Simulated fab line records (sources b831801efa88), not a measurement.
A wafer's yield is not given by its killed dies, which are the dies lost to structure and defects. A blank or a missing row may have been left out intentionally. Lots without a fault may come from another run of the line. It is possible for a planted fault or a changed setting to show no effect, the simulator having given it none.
A lot that was struck, set against a sound lot    flow sky130    22 out of 708 route steps
Sound: these wafers, L988.2, L988.3, L988.6. Wafers struck: L997.1, L997.3, L997.4. At the end, the cause is stated.
Each step with rows lists, per side, the tool, then ch with its chambers, then its first start. Under that, the readings that differ: sound wafers    struck wafers    difference of the means    sigmas: that difference in standard deviations of wafers without a fault.
alike: same words and numbers on both sides, and readings whose means sit less than 2 such deviations apart. not compared: any withheld reading, any reading some wafer has no value for, any bound like >300 that may hide the same value, and any number with overlapping values for which the record gives no deviation.
The two part at a step that has a row with sigmas, a row that says differs or no value, or rows on one side only. When numbers do not overlap yet have no deviation, they are printed without sigmas and do not part them. A reading that every wafer of one side lacks parts them only if that side has two wafers or more.

SKY_METAL1_SPUTTER_00: material Ti, target thk 15 nm, time 10 s.
  struck on pvdSputter-03, day 36 22:53; sound on pvdSputter-03, day 34 02:14
  alike: throttleValvePct
then, 2 steps without rows for these wafers: SKY_METAL1_SPUTTER_01 (material TiN, target thk 20 nm, time 16.7 s); SKY_METAL1_SPUTTER_02 (material AlCu, target thk 250 nm, time 13.3 s).
SKY_METAL1_SPUTTER_03: material Ti, target thk 5 nm, time 3.3 s.
  struck on pvdSputter-03, day 36 22:58; sound on pvdSputter-03, day 34 02:18
  alike: throttleValvePct
SKY_METAL1_SPUTTER_04: material TiN, target thk 70 nm, time 58.3 s.
  struck on pvdSputter-03, day 36 22:59; sound on pvdSputter-03, day 34 02:19
  alike: throttleValvePct
SKY_METAL1_RS_MEAS_05: measurement is done with a four-point probe.
  struck on filmMetro-04, day 36 23:02; sound on filmMetro-01, day 34 02:23
  alike: METAL1_ALCU_RS
SKY_METAL1_THK_MEAS_06: measures by xrf.
  struck on filmMetro-04, day 36 23:09; sound on filmMetro-01, day 34 02:30
  alike: METAL1_ALCU_THK
then, 5 steps without rows for these wafers: SKY_METAL1_DEHYDRATE_07 (time 60 s); SKY_METAL1_HMDS_08 (prime time 60 s); SKY_METAL1_COAT_09 (resist thk 60 nm); SKY_METAL1_COAT_10 (resist thk 450 nm); SKY_METAL1_SOFTBAKE_11 (time 90 s).
SKY_METAL1_EXPOSE_12: exposes mask MM1, target cd 140 nm.
  sound on krfScanner-02 ch 0, day 34 15:38; struck on krfScanner-02 ch 0, day 37 12:40
reading            sound              struck             difference  sigmas
exposureDoseMJCm2  27.83 27.81 27.82  27.65 27.69 27.65  -0.16       -5
  alike: mask, reticleTempC
next, for these wafers, 1 step has no rows: SKY_METAL1_PEB_13.
SKY_METAL1_DEVELOP_14: develop time 60 s.
  sound: lithoTrack-04 ch 0; struck: lithoTrack-02 ch 0
reading                 sound              struck             difference  sigmas
model.METAL1.cdNm (nm)  138.8 138.2 139.2  135.5 134.6 134.5  -3.9        
  alike: chillPlateTempC
SKY_METAL1_CD_MEAS_15: the cd target is 140 nm.
  struck on cdSem-02, day 38 01:34; sound on cdSem-02, day 35 04:41
reading    sound              struck             difference  sigmas
cdNm (nm)  138.7 138.3 139.2  135.7 134.6 134.5  -3.8        -2
SKY_METAL1_OVL_MEAS_16:
  struck on overlay-02, day 38 01:41; sound on overlay-02, day 35 04:47
  alike: METAL1_OVL
SKY_METAL1_DESCUM_17: chemistry O2, time 8 s.
  sound on rieMetal-03 ch 0,1, day 35 04:49; struck on rieMetal-02 ch 0,1, day 38 01:43
  alike: drypumpMotorCurrentA, oesProductAu
  not compared: rfHoursCounterH
then, 1 step without rows for these wafers: SKY_METAL1_ETCH_18 (etches BARC in N2/H2, stops on SiO2, time 45.9 s, target depth 60 nm).
SKY_METAL1_METAL_ETCH_19: etches the open film in Cl2/BCl3, stops on SiO2, target depth 360 nm, time 78 s.
  sound on rieMetal-03 ch 0,1, day 35 04:55; struck on rieMetal-02 ch 0,1, day 38 01:49
reading                 sound              struck           difference  sigmas
model.METAL1.cdNm (nm)  138.3 139.3 141.1  135 134.9 134.3  -5          
  alike: drypumpMotorCurrentA, oesProductAu, throttleValvePct
  not compared: rfHoursCounterH
SKY_METAL1_STRIP_20: strips in O2/N2.
  sound on plasmaAsher-03 ch 1, day 35 05:01; struck on plasmaAsher-04 ch 0,1, day 38 01:54
reading                   sound        struck       difference  sigmas
drypumpMotorCurrentA (A)  6.5 6.4 6.4  5.6 5.6 5.1  -1.0        -2
  alike: oesProductAu, stripTimeToEndpointS
  not compared: rfHoursCounterH
-- the record jumps here: 12 days lie between the struck wafers' starts before and after (it left off in module METAL1 and takes up again in module PAD_OPEN, whose first step shown is number 708 of the route) --
SKY_PAD_OPEN_PROBE_99:
  only the struck wafers here have rows in the record (prober-02, day 49 21:17); the sound ones have none

## WHERE THEY PART
Earliest at SKY_METAL1_EXPOSE_12; latest, in this record, at SKY_PAD_OPEN_PROBE_99.

WHY: what had been put in by the simulator
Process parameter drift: krfScanner-02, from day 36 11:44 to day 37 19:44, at SKY_METAL1_EXPOSE_12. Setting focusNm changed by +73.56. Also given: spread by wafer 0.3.
